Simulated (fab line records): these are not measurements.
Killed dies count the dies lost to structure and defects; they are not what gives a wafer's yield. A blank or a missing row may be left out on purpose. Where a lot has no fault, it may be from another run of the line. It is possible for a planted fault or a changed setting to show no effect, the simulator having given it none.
Which tool did it? :: flow gf180mcu :: 36 wafers from 12 lots sampled at 4 of the route's 602 steps

== WHAT EACH GAUGE READ, for each wafer ==
GF_V5_CD_MEAS_14: target cd 260 nm. Usual: 259.7 nm for cd nm, sd 1.2.
lot: L363
measured: day 27 17:41
on: cd sem-01
cd nm (nm): 258.3 257.6 257.9
flag: 

lot: L364
measured: day 27 18:20
on: cd sem-01
cd nm (nm): 259.9 257.2 258.7
flag: 

lot: L365
measured: day 28 02:52
on: cd sem-02
cd nm (nm): 260.7 260.4 260.1
flag: 

lot: L366
measured: day 28 11:48
on: cd sem-02
cd nm (nm): 262.3 261.2 262.1
flag: 

lot: L368
measured: day 29 07:37
on: cd sem-02
cd nm (nm): 259.0 258.5 260.3
flag: 

lot: L373
measured: day 30 13:37
on: cd sem-02
cd nm (nm): 260.7 260.5 259.5
flag: 

lot: L374
measured: day 30 22:47
on: cd sem-02
cd nm (nm): 262.1 261.8 260.9
flag: 

lot: L375
measured: day 31 01:04
on: cd sem-01
cd nm (nm): 246.1 246.5 247.3
flag: OFF

lot: L376
measured: day 31 09:51
on: cd sem-02
cd nm (nm): 258.9 260.1 259.8
flag: 

lot: L378
measured: day 32 00:59
on: cd sem-01
cd nm (nm): 261.8 259.5 260.5
flag: 

lot: L379
measured: day 32 04:22
on: cd sem-02
cd nm (nm): 249.4 249.2 249.1
flag: OFF

lot: L385
measured: day 33 16:35
on: cd sem-02
cd nm (nm): 258.5 258.0 257.9
flag: 

GF_V5_OVL_MEAS_15. Usual: for V5_OVL the level is -3 nm and the standard deviation is 4.5.
lot: L363
measured: day 27 17:48
on: overlay-02
V5_OVL (nm): 3 -4 3
flag: 

lot: L364
measured: day 27 18:27
on: overlay-02
V5_OVL (nm): -11 -12 -11
flag: 

lot: L365
measured: day 28 02:59
on: overlay-02
V5_OVL (nm): 0 2 -3
flag: 

lot: L366
measured: day 28 11:54
on: overlay-01
V5_OVL (nm): -8 -4 -7
flag: 

lot: L368
measured: day 29 07:44
on: overlay-01
V5_OVL (nm): -4 -8 -8
flag: 

lot: L373
measured: day 30 13:42
on: overlay-01
V5_OVL (nm): -4 -3 0
flag: 

lot: L374
measured: day 30 22:53
on: overlay-02
V5_OVL (nm): 0 -10 -6
flag: 

lot: L375
measured: day 31 01:11
on: overlay-01
V5_OVL (nm): 0 -2 -3
flag: 

lot: L376
measured: day 31 09:58
on: overlay-02
V5_OVL (nm): -1 1 -6
flag: 

lot: L378
measured: day 32 01:06
on: overlay-01
V5_OVL (nm): -5 -6 -3
flag: 

lot: L379
measured: day 32 04:29
on: overlay-01
V5_OVL (nm): -8 -10 -3
flag: 

lot: L385
measured: day 33 16:41
on: overlay-02
V5_OVL (nm): 6 1 2
flag: 

== WHICH TOOL RAN EACH LOT (tool, then ch and the chambers of the sampled wafers, then the start) ==
lot: L363
GF_V4_CMP_26: cmp-01 ch 0,1,2, day 25 00:51
GF_V5_EXPOSE_11: krf scanner-02 ch 0, day 27 07:56

lot: L364
GF_V4_CMP_26: cmp-02 ch 0,2, day 25 01:17
GF_V5_EXPOSE_11: krf scanner-01 ch 0, day 27 08:24

lot: L365
GF_V4_CMP_26: cmp-02 ch 0,1,2, day 25 11:20
GF_V5_EXPOSE_11: krf scanner-01 ch 0, day 27 17:20

lot: L366
GF_V4_CMP_26: cmp-01 ch 2,3, day 25 21:34
GF_V5_EXPOSE_11: krf scanner-02 ch 0, day 28 02:17

lot: L368
GF_V4_CMP_26: cmp-01 ch 0,3, day 26 17:15
GF_V5_EXPOSE_11: krf scanner-01 ch 0, day 28 21:57

lot: L373
GF_V4_CMP_26: cmp-02 ch 0,1,3, day 28 02:34
GF_V5_EXPOSE_11: krf scanner-01 ch 0, day 30 05:08

lot: L374
GF_V4_CMP_26: cmp-02 ch 0,1,2, day 28 12:32
GF_V5_EXPOSE_11: krf scanner-01 ch 0, day 30 14:06

lot: L375
GF_V4_CMP_26: cmp-02 ch 1,2,3, day 28 14:25
GF_V5_EXPOSE_11: krf scanner-01 ch 0, day 30 16:02

lot: L376
GF_V4_CMP_26: cmp-02 ch 0,2, day 29 00:03
GF_V5_EXPOSE_11: krf scanner-02 ch 0, day 31 01:28

lot: L378
GF_V4_CMP_26: cmp-01 ch 0,1,2, day 29 17:17
GF_V5_EXPOSE_11: krf scanner-02 ch 0, day 31 16:34

lot: L379
GF_V4_CMP_26: cmp-01 ch 0,2,3, day 29 19:50
GF_V5_EXPOSE_11: krf scanner-01 ch 0, day 31 19:59

lot: L385
GF_V4_CMP_26: cmp-01 ch 0,3, day 31 12:55
GF_V5_EXPOSE_11: krf scanner-02 ch 0, day 33 09:14
- GF_V4_CMP_26: polishes, stops on SiO2, t overpolish 15 s, target thk 0 nm.
- GF_V5_EXPOSE_11: exposes mask Via5, target cd 260 nm.

== AS READ BY THE TOOLS THEMSELVES (means over the sampled wafers that have a number; for cases with no such wafer, the mark the record gives instead) ==
GF_V4_CMP_26. Usual: motor current A 11.6 A, standard deviation 1.2; overpolish run s 14.998 s, standard deviation 0.0084; time to endpoint s 85 s, standard deviation 3.9.
lot: L363
tool: cmp-01
motor current A (A): 12.2
overpolish run s (s): 14.995
time to endpoint s (s): 80
flag: 

lot: L364
tool: cmp-02
motor current A (A): 9.8
overpolish run s (s): 15.003
time to endpoint s (s): 88
flag: 

lot: L365
tool: cmp-02
motor current A (A): 10.8
overpolish run s (s): 14.996
time to endpoint s (s): 85
flag: 

lot: L366
tool: cmp-01
motor current A (A): 13.0
overpolish run s (s): 15.002
time to endpoint s (s): 82
flag: 

lot: L368
tool: cmp-01
motor current A (A): 12.3
overpolish run s (s): 14.999
time to endpoint s (s): 78
flag: 

lot: L373
tool: cmp-02
motor current A (A): 11.2
overpolish run s (s): 14.994
time to endpoint s (s): 87
flag: 

lot: L374
tool: cmp-02
motor current A (A): 10.9
overpolish run s (s): 15.002
time to endpoint s (s): 81
flag: 

lot: L375
tool: cmp-02
motor current A (A): 10.6
overpolish run s (s): 14.999
time to endpoint s (s): 85
flag: 

lot: L376
tool: cmp-02
motor current A (A): 10.6
overpolish run s (s): 15.003
time to endpoint s (s): 84
flag: 

lot: L378
tool: cmp-01
motor current A (A): 11.8
overpolish run s (s): 15.000
time to endpoint s (s): 84
flag: 

lot: L379
tool: cmp-01
motor current A (A): 12.5
overpolish run s (s): 14.998
time to endpoint s (s): 84
flag: 

lot: L385
tool: cmp-01
motor current A (A): 12.2
overpolish run s (s): 14.993
time to endpoint s (s): 90
flag: 

GF_V5_EXPOSE_11. Usual: exposure dose mJ cm2 37.96, standard deviation 0.046; focus offset nm -0.1 nm, standard deviation 0.49.
lot: L363
tool: krf scanner-02
exposure dose mJ cm2: 37.98
focus offset nm (nm): -0.1
flag: 

lot: L364
tool: krf scanner-01
exposure dose mJ cm2: 37.98
focus offset nm (nm): -0.2
flag: 

lot: L365
tool: krf scanner-01
exposure dose mJ cm2: 38.05
focus offset nm (nm): 0.3
flag: 

lot: L366
tool: krf scanner-02
exposure dose mJ cm2: 37.92
focus offset nm (nm): -0.2
flag: 

lot: L368
tool: krf scanner-01
exposure dose mJ cm2: 37.95
focus offset nm (nm): -0.4
flag: 

lot: L373
tool: krf scanner-01
exposure dose mJ cm2: 38.02
focus offset nm (nm): -0.3
flag: 

lot: L374
tool: krf scanner-01
exposure dose mJ cm2: 37.95
focus offset nm (nm): -0.2
flag: 

lot: L375
tool: krf scanner-01
exposure dose mJ cm2: 34.49
focus offset nm (nm): -0.0
flag: OFF

lot: L376
tool: krf scanner-02
exposure dose mJ cm2: 37.88
focus offset nm (nm): -0.5
flag: 

lot: L378
tool: krf scanner-02
exposure dose mJ cm2: 37.95
focus offset nm (nm): 0.3
flag: 

lot: L379
tool: krf scanner-01
exposure dose mJ cm2: 35.16
focus offset nm (nm): -0.9
flag: OFF

lot: L385
tool: krf scanner-02
exposure dose mJ cm2: 37.93
focus offset nm (nm): -0.7
flag: 

== THE ANSWER, worked out from the rows above alone ==
Rule: a lot counts as off when the mean over its wafers that have a number is more than 3 standard deviations away from the usual mean. Also off: a lot with no number at a reading for which 4 or more lots have one. All remaining lots with rows at the step are treated as sound. First the gauges in route order, then the tools' own readings, where a lot's mean is used as printed above. At the first step where some lot is off, the reading lying furthest off is the one used; lots without a number count as furthest.
Off: L375, L379 (GF_V5_CD_MEAS_14, cd nm).
A tool fits if, at a process step before that reading, it ran every lot that is off, and no sound lot after the first of them. Not tried: the gauges at GF_V5_CD_MEAS_14; whatever is off there is also off at GF_V5_EXPOSE_11, on other tools, and gauge error can't account for it. One candidate fits, namely krf scanner-01 at GF_V5_EXPOSE_11. Its last sound lot is L374 (day 30 14:06), its first lot that is off L375 (day 30 16:02): a fault that began between those two fits.
On the lots that are off, the tool's own readings at GF_V5_EXPOSE_11 differ by more than 5 times the standard deviation of the sound lots' means, which bears it out; exposure dose mJ cm2 reads 34.83 there versus 37.96 on the sound lots.

== WHAT WAS PUT IN BY THE SIMULATOR ==
Drift in process parameters on krf scanner-01 at GF_V5_EXPOSE_11, starting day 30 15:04. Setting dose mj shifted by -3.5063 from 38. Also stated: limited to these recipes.
Lots struck among those shown: L375, L379. Same finding as the rule above.
